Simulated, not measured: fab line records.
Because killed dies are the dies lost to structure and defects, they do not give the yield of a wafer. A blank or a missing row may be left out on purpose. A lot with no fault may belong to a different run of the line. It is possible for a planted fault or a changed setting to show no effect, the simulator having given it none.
Struck lot and sound lot, side by side :: flow sky130 :: 15 steps out of a route of 708
Sound: the wafers L853.2, L853.5, L853.6. Wafers struck: L863.1, L863.5, L863.6. The cause is named last.
Each step with rows lists, per side, the tool, then ch with its chambers, then its first start. Under that, the readings that differ: sound wafers :: struck wafers :: difference of the means :: sigmas: that difference in standard deviations of wafers without a fault.
alike: readings with means less than 2 such deviations apart, plus words and numbers identical on both sides. not compared: withheld readings, readings lacking a value on some wafer, bounds such as >300 that could conceal the same value, and numbers that have no deviation in the record and whose values overlap.
The two part at a step that has a row with sigmas, a row that says differs or no value, or rows on one side only. When numbers do not overlap yet have no deviation, they are printed without sigmas and do not part them. A reading missing from all wafers of one side parts the sides only when that side holds two or more wafers.

first, 1 step without rows for these wafers: SKY_GATE_OXIDE_OXIDATION_01 (stabilise 600 s, purge 300 s, target thk 10.268 nm).
SKY_GATE_OXIDE_THK_MEAS_02:
  sound: filmMetro-04 at day 14 18:46; struck: filmMetro-04 at day 18 08:03
  alike: GATE_OXIDE_OXIDATION_00_THK
then, 7 steps without rows for these wafers: SKY_GATE_OXIDE_DEHYDRATE_03 (time 60 s); SKY_GATE_OXIDE_HMDS_04 (prime time 60 s); SKY_GATE_OXIDE_COAT_05 (resist thk 1140 nm); SKY_GATE_OXIDE_SOFTBAKE_06 (time 60 s); SKY_GATE_OXIDE_EXPOSE_07 (exposes mask LVOM, target cd 600 nm); SKY_GATE_OXIDE_PEB_08; SKY_GATE_OXIDE_DEVELOP_09 (develop time 60 s).
SKY_GATE_OXIDE_OVL_MEAS_10:
  sound: overlay-02 at day 15 21:44; struck: overlay-01 at day 19 13:41
  alike: GATE_OXIDE_OVL
then, 2 steps without rows for these wafers: SKY_GATE_OXIDE_IMPLANT_11; SKY_GATE_OXIDE_WET_ETCH_12 (etches SiO2 in dHF, target depth 16.8 nm, time 336 s).
SKY_GATE_OXIDE_STRIP_13: strips in O2/N2.
  sound on plasmaAsher-04 ch 0,1, day 15 22:01; struck on plasmaAsher-02 ch 0,1, day 19 13:59
reading: oesProductAu (a.u.)
sound: 0.714 0.719 0.723
struck: 0.941 0.948 0.945
difference: +0.226
sigmas: +47

reading: stripTimeToEndpointS (s)
sound: 14.17 14.08 14.17
struck: - - -
difference: no value on the struck wafers
sigmas: 

reading: model.NOVOLAK_of_GATE_OXIDE_COAT_05.thkNm (nm)
sound: 0 0 0
struck: 326.2 326 325.6
difference: +325.9
sigmas: 
  alike: drypumpMotorCurrentA
  not compared: rfHoursCounterH
SKY_GATE_OXIDE_TW_MEAS_14:
  sound: filmMetro-04 at day 15 22:08; struck: filmMetro-04 at day 19 14:05
  alike: GATE_OXIDE_TW
-- record jumps: 30 days separate the struck wafers' starts on either side; left off in module GATE_OXIDE, taken up again in module PAD_OPEN, whose first shown step is the route's number 708 --
SKY_PAD_OPEN_PROBE_99:
  sound: prober-01 at day 47 05:48; struck: prober-01 at day 49 13:18
reading: hold
sound: - - -
struck: awaitDispo/1.4h/scrap awaitDispo/1.4h/scrap awaitDispo/1.4h/scrap
difference: no value on the sound wafers
sigmas: 

reading: killedAtFrontEnd
sound: 17 12 16
struck: 415 415 417
difference: +401
sigmas: +99 or more

reading: killedDies
sound: 83 87 80
struck: 492 492 492
difference: +409
sigmas: +45

reading: killedOnRim
sound: 16 23 11
struck: 96 96 96
difference: +79
sigmas: +20

reading: killedOpen
sound: 40 41 33
struck: 55 60 54
difference: +18
sigmas: +3
  alike: killed_at_M0_to_M3, killed_at_M4_up, killedAtContacts, killedAtOther, killedShort

== WHERE THEY PART ==
Last at SKY_PAD_OPEN_PROBE_99 as far as this record goes, first at SKY_GATE_OXIDE_STRIP_13.

WHY: what the simulator had put in
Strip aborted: plasmaAsher-02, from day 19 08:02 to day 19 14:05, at SKY_GATE_OXIDE_STRIP_13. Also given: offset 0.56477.
